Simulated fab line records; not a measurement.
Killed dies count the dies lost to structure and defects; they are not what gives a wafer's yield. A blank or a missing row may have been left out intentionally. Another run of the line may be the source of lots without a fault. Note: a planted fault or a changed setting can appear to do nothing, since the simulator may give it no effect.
Which tool is to blame? + flow gf180mcu + 36 wafers sampled from 12 lots at 1 step of a route of 602

WHAT EACH GAUGE READ, for each wafer
GF_STI_THK_MEAS_02.
| lot  | measured    | on            | STI_OXIDATION_THK (nm) |
|------|-------------|---------------|------------------------|
| L075 | day 1 16:31 | film-metro-04 | 10.01 10.08 9.95       |
| L077 | day 2 02:32 | film-metro-04 | 10.11 9.94 9.95        |
| L079 | day 2 12:31 | film-metro-03 | 9.89 9.73 9.87         |
| L081 | day 2 22:31 | film-metro-01 | 10.08 10.15 10.34      |
| L083 | day 3 08:31 | film-metro-03 | 10.31 10.36 10.38      |
| L085 | day 3 19:53 | film-metro-01 | 10.23 10.11 10.04      |
| L087 | day 4 04:31 | film-metro-03 | 10.05 9.81 9.90        |
| L089 | day 4 14:46 | film-metro-04 | 10.09 10.06 10.14      |
| L091 | day 5 02:19 | film-metro-03 | 10.03 10.02 9.99       |
| L093 | day 5 10:31 | film-metro-03 | 9.97 10.23 9.97        |
| L095 | day 5 20:31 | film-metro-01 | 10.15 10.24 10.04      |
| L097 | day 6 07:17 | film-metro-04 | 10.00 10.00 10.22      |

WHAT TOOL EACH LOT RAN ON (gives the tool, then ch and the chambers of the sampled wafers, and finally the start)
The record shows no process step preceding these readings.

THE ANSWER, worked out from the rows above alone
Rule: usual is defined by the lots themselves. The widest of any qualifying gaps counts: lots, ordered by their means at a reading, are off when they make up no more than a third of the lots, leave a main group of 4 or more, and stand apart from it by 3 or more times the standard deviation of that group's means. The tables above print the reading to a certain number of digits; a main group whose means all agree to those digits is not used. Also off: a lot with no number at a reading for which 4 or more lots have one. All remaining lots with rows at the step are treated as sound.
No lot is off at any reading shown: from this, nothing can be told.

WHAT THE SIMULATOR HAD PUT IN
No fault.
